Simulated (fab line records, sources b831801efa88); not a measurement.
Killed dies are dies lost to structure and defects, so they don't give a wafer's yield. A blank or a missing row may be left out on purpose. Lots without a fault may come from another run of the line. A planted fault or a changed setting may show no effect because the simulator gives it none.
Which tool did it? | flow gf180mcu | 24 lots, 72 wafers sampled, at 5 steps of a route of 602

WHAT THE GAUGES READ, wafer by wafer
GF_V3_THK_MEAS_03.
lot  | measured     | on            | V3_CVD_02_THK (nm)
L074 | day 21 18:10 | film_metro-03 | 833 847 846
L075 | day 22 05:52 | film_metro-02 | 838 843 864
L077 | day 22 07:14 | film_metro-03 | 849 850 863
L076 | day 22 10:51 | film_metro-01 | 842 839 861
L078 | day 22 23:49 | film_metro-03 | 850 837 866
L079 | day 23 05:01 | film_metro-02 | 835 846 841
L080 | day 23 18:14 | film_metro-03 | 845 848 864
L081 | day 23 22:46 | film_metro-01 | 846 848 840
L082 | day 24 14:28 | film_metro-01 | 838 843 863
L083 | day 24 21:56 | film_metro-03 | 855 845 858
L084 | day 25 03:09 | film_metro-01 | 864 862 859
L085 | day 25 12:10 | film_metro-01 | 834 843 847
L086 | day 25 20:23 | film_metro-03 | 837 850 856
L087 | day 26 07:10 | film_metro-01 | 847 842 848
L089 | day 26 20:36 | film_metro-01 | 863 872 871
L088 | day 26 21:56 | film_metro-01 | 847 854 863
L091 | day 27 10:48 | film_metro-02 | 841 846 848
L090 | day 27 12:45 | film_metro-03 | 844 840 851
L092 | day 27 22:20 | film_metro-03 | 850 864 853
L093 | day 28 06:10 | film_metro-03 | 837 851 857
L095 | day 28 08:38 | film_metro-03 | 855 849 864
L094 | day 28 09:34 | film_metro-03 | 839 852 851
L096 | day 28 19:40 | film_metro-01 | 841 836 849
L097 | day 29 03:59 | film_metro-01 | 842 834 860

GF_V4_BOW_MEAS_05.
lot  | measured     | on            | V4_BOW (um)
L074 | day 23 19:32 | film_metro-04 | 127 126 134
L075 | day 24 06:11 | film_metro-02 | 146 132 144
L077 | day 24 07:53 | film_metro-02 | 133 136 142
L076 | day 24 12:04 | film_metro-02 | 144 147 146
L078 | day 25 00:11 | film_metro-01 | 138 147 139
L079 | day 25 05:30 | film_metro-01 | 133 146 130
L080 | day 25 18:26 | film_metro-02 | 141 150 134
L081 | day 25 21:48 | film_metro-04 | 145 157 158
L082 | day 26 12:50 | film_metro-01 | 148 146 155
L083 | day 26 19:59 | film_metro-01 | 141 146 143
L084 | day 27 01:23 | film_metro-02 | 132 128 125
L085 | day 27 10:03 | film_metro-04 | 144 132 138
L086 | day 27 16:31 | film_metro-01 | 149 148 143
L087 | day 28 03:26 | film_metro-02 | 146 146 135
L089 | day 28 16:12 | film_metro-02 | 132 131 130
L088 | day 28 17:57 | film_metro-04 | 142 141 139
L091 | day 29 05:39 | film_metro-04 | 138 128 136
L090 | day 29 07:10 | film_metro-01 | 136 139 121
L092 | day 29 16:28 | film_metro-01 | 138 127 130
L093 | day 29 23:14 | film_metro-04 | 114 132 127
L095 | day 30 02:23 | film_metro-04 | 131 126 134
L094 | day 30 03:46 | film_metro-02 | 130 134 138
L096 | day 30 12:44 | film_metro-02 | 129 130 119
L097 | day 30 20:17 | film_metro-02 | 139 134 136

GF_V4_OVL_MEAS_15.
lot  | measured     | on         | V4_OVL (nm)
L074 | day 24 18:10 | overlay-02 | 4 5 6
L075 | day 25 04:40 | overlay-01 | 3 -7 3
L077 | day 25 06:05 | overlay-02 | 1 -3 2
L076 | day 25 09:49 | overlay-02 | 2 4 2
L078 | day 25 21:31 | overlay-02 | -1 -5 0
L079 | day 26 02:53 | overlay-01 | 8 9 4
L080 | day 26 15:47 | overlay-02 | -5 2 -3
L081 | day 26 18:34 | overlay-01 | -6 2 3
L082 | day 27 09:47 | overlay-02 | 5 -1 6
L083 | day 27 16:26 | overlay-01 | 2 -6 6
L084 | day 27 21:40 | overlay-01 | -6 -7 -5
L085 | day 28 06:43 | overlay-02 | 6 4 3
L086 | day 28 13:01 | overlay-02 | -6 -12 -10
L087 | day 28 23:41 | overlay-01 | -4 2 0
L089 | day 29 11:32 | overlay-01 | -1 -3 -7
L088 | day 29 13:34 | overlay-01 | -13 -3 -2
L091 | day 30 00:47 | overlay-01 | -2 -4 -3
L090 | day 30 02:40 | overlay-01 | -6 -5 -1
L092 | day 30 11:23 | overlay-02 | -4 -3 -11
L093 | day 30 17:29 | overlay-02 | 0 5 5
L095 | day 30 20:16 | overlay-01 | -7 5 -1
L094 | day 30 22:10 | overlay-01 | 2 -2 4
L096 | day 31 07:07 | overlay-02 | 17 11 11
L097 | day 31 13:35 | overlay-01 | -14 -1 -8

GF_M5_OVL_MEAS_08.
lot  | measured     | on         | M5_OVL (nm)
L074 | day 26 16:07 | overlay-02 | -13 -4 -8
L075 | day 27 01:14 | overlay-02 | -9 -7 -3
L077 | day 27 01:53 | overlay-01 | -4 -4 -6
L076 | day 27 05:50 | overlay-01 | -8 -7 -11
L078 | day 27 16:55 | overlay-01 | -9 -7 -16
L079 | day 27 22:20 | overlay-02 | -4 -5 -3
L080 | day 28 10:38 | overlay-02 | -4 -4 -8
L081 | day 28 14:04 | overlay-01 | 3 -4 -4
L082 | day 29 03:41 | overlay-01 | -7 -8 -6
L083 | day 29 10:14 | overlay-02 | -6 3 -5
L084 | day 29 14:20 | overlay-02 | -2 -6 -7
L085 | day 29 23:46 | overlay-02 | -4 1 -4
L086 | day 30 05:38 | overlay-01 | -9 -10 -7
L087 | day 30 15:11 | overlay-02 | -12 -6 -4
L089 | day 31 02:01 | overlay-01 | -11 -11 -11
L088 | day 31 03:50 | overlay-02 | -4 -3 -9
L091 | day 31 13:17 | overlay-02 | -6 -2 -14
L090 | day 31 14:55 | overlay-01 | -3 -3 -12
L092 | day 32 00:47 | overlay-02 | 5 4 0
L093 | day 32 05:46 | overlay-01 | -5 -4 -13
L095 | day 32 08:25 | overlay-02 | -7 -2 -2
L094 | day 32 10:37 | overlay-02 | 3 -2 -1
L096 | day 32 18:34 | overlay-02 | -6 -9 -8
L097 | day 33 01:07 | overlay-02 | -5 -1 -5

WHICH TOOL RAN EACH LOT (tool, then ch and the chambers of the sampled wafers, then the start)
lot  | GF_M1_STRIP_17
L074 | plasma_asher-01 ch 0,1, day 17 11:08
L075 | plasma_asher-04 ch 0,1, day 17 15:31
L077 | plasma_asher-02 ch 0,1, day 18 01:08
L076 | plasma_asher-01 ch 0, day 18 03:38
L078 | plasma_asher-04 ch 0,1, day 18 17:26
L079 | plasma_asher-01 ch 0,1, day 19 00:38
L080 | plasma_asher-02 ch 0,1, day 19 12:28
L081 | plasma_asher-01 ch 0,1, day 19 18:35
L082 | plasma_asher-04 ch 0,1, day 20 10:43
L083 | plasma_asher-01 ch 0,1, day 20 19:19
L084 | plasma_asher-04 ch 0,1, day 20 23:05
L085 | plasma_asher-01 ch 0,1, day 21 11:01
L086 | plasma_asher-02 ch 0,1, day 21 19:14
L087 | plasma_asher-01 ch 0,1, day 22 07:22
L089 | plasma_asher-01 ch 0,1, day 22 22:41
L088 | plasma_asher-01 ch 0,1, day 22 23:43
L091 | plasma_asher-02 ch 0,1, day 23 13:38
L090 | plasma_asher-01 ch 0,1, day 23 15:23
L092 | plasma_asher-01 ch 0,1, day 24 01:40
L093 | plasma_asher-01 ch 0,1, day 24 11:17
L095 | plasma_asher-01 ch 0,1, day 24 12:52
L094 | plasma_asher-01 ch 0,1, day 24 15:32
L096 | plasma_asher-02 ch 0,1, day 25 02:59
L097 | plasma_asher-02 ch 0,1, day 25 11:23
- GF_M1_STRIP_17: strips in O2/N2.

WHAT THE TOOLS THEMSELVES READ (means of the sampled wafers that have a number; where no wafer has one, the mark that the record gives instead)
GF_M1_STRIP_17.
lot  | tool            | drypump_motor_current_A (A) | heater_power_w (W) | oes_product_au (a.u.) | strip_time_to_endpoint_s (s)
L074 | plasma_asher-01 | 5.3                         | 304                | 0.538                 | 7.38
L075 | plasma_asher-04 | 5.8                         | 336                | 0.534                 | 7.40
L077 | plasma_asher-02 | 5.9                         | 410                | 0.539                 | 7.38
L076 | plasma_asher-01 | 5.0                         | 296                | 0.542                 | 7.46
L078 | plasma_asher-04 | 5.9                         | 362                | 0.543                 | 7.41
L079 | plasma_asher-01 | 5.3                         | 306                | 0.536                 | 7.38
L080 | plasma_asher-02 | 6.0                         | 394                | 0.534                 | 7.35
L081 | plasma_asher-01 | 5.3                         | 313                | 0.539                 | 7.39
L082 | plasma_asher-04 | 5.9                         | 352                | 0.537                 | 7.41
L083 | plasma_asher-01 | 5.3                         | 310                | 0.539                 | 7.48
L084 | plasma_asher-04 | 5.9                         | 354                | 0.537                 | 7.38
L085 | plasma_asher-01 | 5.1                         | 304                | 0.540                 | 7.43
L086 | plasma_asher-02 | 6.0                         | 365                | 0.540                 | 7.43
L087 | plasma_asher-01 | 5.1                         | 304                | 0.535                 | 7.40
L089 | plasma_asher-01 | 5.1                         | 298                | 0.539                 | 7.43
L088 | plasma_asher-01 | 5.3                         | 305                | 0.541                 | 7.47
L091 | plasma_asher-02 | 6.0                         | 365                | 0.538                 | 7.41
L090 | plasma_asher-01 | 5.3                         | 309                | 0.531                 | 7.40
L092 | plasma_asher-01 | 5.1                         | 300                | 0.539                 | 7.42
L093 | plasma_asher-01 | 5.1                         | 307                | 0.531                 | 7.39
L095 | plasma_asher-01 | 5.1                         | 298                | 0.538                 | 7.39
L094 | plasma_asher-01 | 5.1                         | 303                | 0.544                 | 7.47
L096 | plasma_asher-02 | 6.0                         | 359                | 0.540                 | 7.40
L097 | plasma_asher-02 | 6.0                         | 368                | 0.539                 | 7.37

THE ANSWER, worked out from the rows above alone
Rule: what is usual is taken from the lots themselves. Put in order of their means at a reading, lots are off if they are a third of the lots or fewer, leave a main group of 4 or more, and stand apart from it by a gap of 3 or more times the standard deviation of the main group's means; of several such gaps the widest counts. A main group whose means are all the same, to the digits that the tables above print for the reading, isn't used. A lot without any number at a reading at which 4 lots or more have one is off too. The other lots that the step has rows for count as sound. The gauges are gone through in route order, then the tools' own readings, and for those a lot's mean is taken as printed above. The first step at which some lot is off is used, and at that step the reading that is off furthest; a lot without a number counts as furthest.
No lot is off at any reading shown: from this, nothing can be told.

WHAT THE SIMULATOR HAD PUT IN
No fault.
